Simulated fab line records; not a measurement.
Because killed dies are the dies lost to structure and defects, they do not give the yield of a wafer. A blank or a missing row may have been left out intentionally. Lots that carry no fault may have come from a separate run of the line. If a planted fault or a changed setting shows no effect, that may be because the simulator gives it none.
Shared-tool check -- flow gf180mcu -- 13 lots, 39 wafers sampled

REASON FOR OPENING
At GF_HV_LDD_THK_MEAS_55 the reading HV_LDD_CVD_54_THK is flagged on 1 of 13 lots. Wafers without a fault read 10.00 nm, standard deviation 0.16.
Rule: a lot is flagged when every wafer of it that has a number lies more than 4 standard deviations from that mean, or none has a number. As for the other lots, they are considered sound.

lot,measured,on,"HV_LDD_CVD_54_THK (nm), wafer by wafer",flag
L251,day 12 14:37,film-metro-03,9.96 10.09 9.92,
L253,day 13 02:00,film-metro-02,9.90 9.94 9.99,
L254,day 13 08:41,film-metro-04,10.04 10.04 10.11,
L255,day 13 20:39,film-metro-02,10.03 10.02 9.98,
L258,day 14 20:11,film-metro-02,7.32 7.57 7.36,FLAGGED
L266,day 17 13:01,film-metro-02,9.81 9.86 9.86,
L268,day 18 00:55,film-metro-03,9.76 9.65 9.83,
L269,day 18 08:26,film-metro-03,9.72 9.66 9.74,
L270,day 19 00:50,film-metro-03,10.12 9.95 10.03,
L271,day 19 03:54,film-metro-02,9.78 9.72 9.85,
L272,day 19 12:57,film-metro-04,10.13 9.95 10.10,
L273,day 20 00:38,film-metro-03,10.03 10.18 9.96,
L274,day 20 09:13,film-metro-02,9.98 9.91 9.83,
Average over the flagged lots: 7.42 nm; offset from the usual -2.58 nm, equal to -16 standard deviations.

TOOL THAT RAN EACH LOT
The record keeps 1 process step preceding the reading, out of 602 steps on the route. Every cell lists first the tool, next ch and the chambers used by the sampled wafers, and last the start.
lot,flag,GF_HV_LDD_CVD_54
L251,,"lpcvd-02 ch 1, day 12 13:05"
L253,,"lpcvd-02 ch 1, day 13 00:59"
L254,,"lpcvd-01 ch 0, day 13 07:40"
L255,,"lpcvd-02 ch 1, day 13 19:38"
L258,FLAGGED,"lpcvd-02 ch 1, day 14 19:09"
L266,,"lpcvd-01 ch 1, day 17 11:58"
L268,,"lpcvd-01 ch 1, day 17 23:54"
L269,,"lpcvd-01 ch 0, day 18 07:25"
L270,,"lpcvd-02 ch 0, day 18 23:48"
L271,,"lpcvd-02 ch 1, day 19 02:53"
L272,,"lpcvd-01 ch 0, day 19 11:51"
L273,,"lpcvd-02 ch 1, day 19 23:36"
L274,,"lpcvd-01 ch 1, day 20 08:12"
What these steps do:
- GF_HV_LDD_CVD_54: deposits SiO2 from TEOS, target thk 10 nm, time 75 s.
- GF_HV_LDD_THK_MEAS_55

FLAGGED OVER TOTAL, TOOL BY TOOL (the gauges that took the reading come last)
step,tool,lots run,flagged,share of the flagged lots,sound lots run after its first flagged lot
GF_HV_LDD_CVD_54,lpcvd-01,6,0,none,-
GF_HV_LDD_CVD_54,lpcvd-02,7,1,all,"3 (L270,L271,L273)"
GF_HV_LDD_THK_MEAS_55,film-metro-02,6,1,all,"3 (L266,L271,L274)"
GF_HV_LDD_THK_MEAS_55,film-metro-03,5,0,none,-
GF_HV_LDD_THK_MEAS_55,film-metro-04,2,0,none,-

WHAT THE TABLE ALLOWS
lpcvd-02 at GF_HV_LDD_CVD_54 and film-metro-02 at GF_HV_LDD_THK_MEAS_55 are the 2 rows of the table that ran each flagged lot.
- lpcvd-02 at GF_HV_LDD_CVD_54 ran 7 lots, 1 of them flagged. Lots that were sound ran on it after the first flagged one (L270, L271, L273); a persistent fault on the entire tool would not allow that.
- film-metro-02 at GF_HV_LDD_THK_MEAS_55 ran 6 lots, 1 of them flagged. Lots that were sound ran on it after the first flagged one (L266, L271, L274); a persistent fault on the entire tool would not allow that.
No row of the table ran every flagged lot and no sound lot after the first.

WHAT THE SIMULATOR PUT IN
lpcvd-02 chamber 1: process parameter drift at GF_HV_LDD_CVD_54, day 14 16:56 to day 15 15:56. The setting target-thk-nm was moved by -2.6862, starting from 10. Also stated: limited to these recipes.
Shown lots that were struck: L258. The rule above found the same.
